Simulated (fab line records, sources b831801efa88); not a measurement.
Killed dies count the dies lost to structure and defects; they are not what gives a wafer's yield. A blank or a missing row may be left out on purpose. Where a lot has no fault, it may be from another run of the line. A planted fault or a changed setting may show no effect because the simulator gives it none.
Matching of chambers + flow gf180mcu + GF_V1_ETCH_16 on rie_diel-01: 4 sister chambers
The step etches BARC in N2/H2. 14 wafers are shown with their chamber, then 7 later ones without.

== WAFERS PAIRED WITH THEIR CHAMBERS ==
| wafer  | chamber | throttle_valve_pct (%) | oes_product_au (a.u.) | chamber_pressure_mTorr (mTorr) |
|--------|---------|------------------------|-----------------------|--------------------------------|
| L453.1 | 1       | 13.229                 | 0.854                 | 30.001                         |
| L453.3 | 2       | 13.231                 | 0.860                 | 30.019                         |
| L453.5 | 2       | 13.218                 | 0.848                 | 29.982                         |
| L458.1 | 0       | 13.226                 | 0.856                 | 30.020                         |
| L458.3 | 3       | 13.217                 | 0.856                 | 29.991                         |
| L458.4 | 2       | 13.222                 | 0.858                 | 30.020                         |
| L464.2 | 0       | 13.218                 | 0.853                 | 30.001                         |
| L464.3 | 2       | 13.226                 | 0.856                 | 29.958                         |
| L464.6 | 3       | 13.221                 | 0.850                 | 29.995                         |
| L471.1 | 2       | 13.235                 | 0.848                 | 30.005                         |
| L471.2 | 3       | 13.213                 | 0.855                 | 30.006                         |
| L471.3 | 0       | 13.219                 | 0.861                 | 29.999                         |
| L472.2 | 2       | 13.226                 | 0.855                 | 30.032                         |
| L472.3 | 3       | 13.236                 | 0.857                 | 29.994                         |

SIGNATURES (averages over the wafers above)
| reading                | chamber 0 | chamber 1 | chamber 2 | chamber 3 | scatter within a chamber |
|------------------------|-----------|-----------|-----------|-----------|--------------------------|
| throttle_valve_pct     | 13.22100  | 13.22900  | 13.22633  | 13.22175  | 0.00725                  |
| oes_product_au         | 0.85667   | 0.85400   | 0.85417   | 0.85450   | 0.00436                  |
| chamber_pressure_mTorr | 30.00667  | 30.00100  | 30.00267  | 29.99650  | 0.0206                   |
Rule: distance of a wafer from a chamber = root of the sum over the readings of ((wafer's reading minus chamber's mean) / reading's scatter) squared. The wafer belongs to the nearest chamber; if the next one is less than 2 further off, it can't be placed. The scatter: take each reading less its chamber's mean, square it, sum over the shown wafers, divide by the number of wafers less the number of chambers, and take the root.

== WAFERS WITHOUT THEIR CHAMBER ==
| wafer  | throttle_valve_pct (%) | oes_product_au (a.u.) | chamber_pressure_mTorr (mTorr) |
|--------|------------------------|-----------------------|--------------------------------|
| L472.6 | 13.232                 | 0.859                 | 29.993                         |
| L473.1 | 13.237                 | 0.856                 | 30.055                         |
| L473.2 | 13.231                 | 0.852                 | 30.018                         |
| L473.4 | 13.229                 | 0.858                 | 30.017                         |
| L475.3 | 13.229                 | 0.858                 | 30.002                         |
| L475.4 | 13.229                 | 0.851                 | 30.017                         |
| L475.5 | 13.208                 | 0.853                 | 30.033                         |

== THE CHAMBER EACH PASSED THROUGH ==
| wafer  | from the rows above               | in truth |
|--------|-----------------------------------|----------|
| L472.6 | can't be placed: 1 or 2 or 0 or 3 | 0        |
| L473.1 | can't be placed: 1 or 2 or 0 or 3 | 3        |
| L473.2 | can't be placed: 1 or 2 or 3 or 0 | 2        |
| L473.4 | can't be placed: 2 or 1 or 0 or 3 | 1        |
| L475.3 | can't be placed: 1 or 2 or 0 or 3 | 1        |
| L475.4 | can't be placed: 1 or 2 or 3 or 0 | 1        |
| L475.5 | can't be placed: 0 or 3 or 2 or 1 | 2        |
Correctly placed: 0 of 7. Not placeable from these rows: 7 (in 7, the candidates include the true chamber). Number placed wrongly: 0.
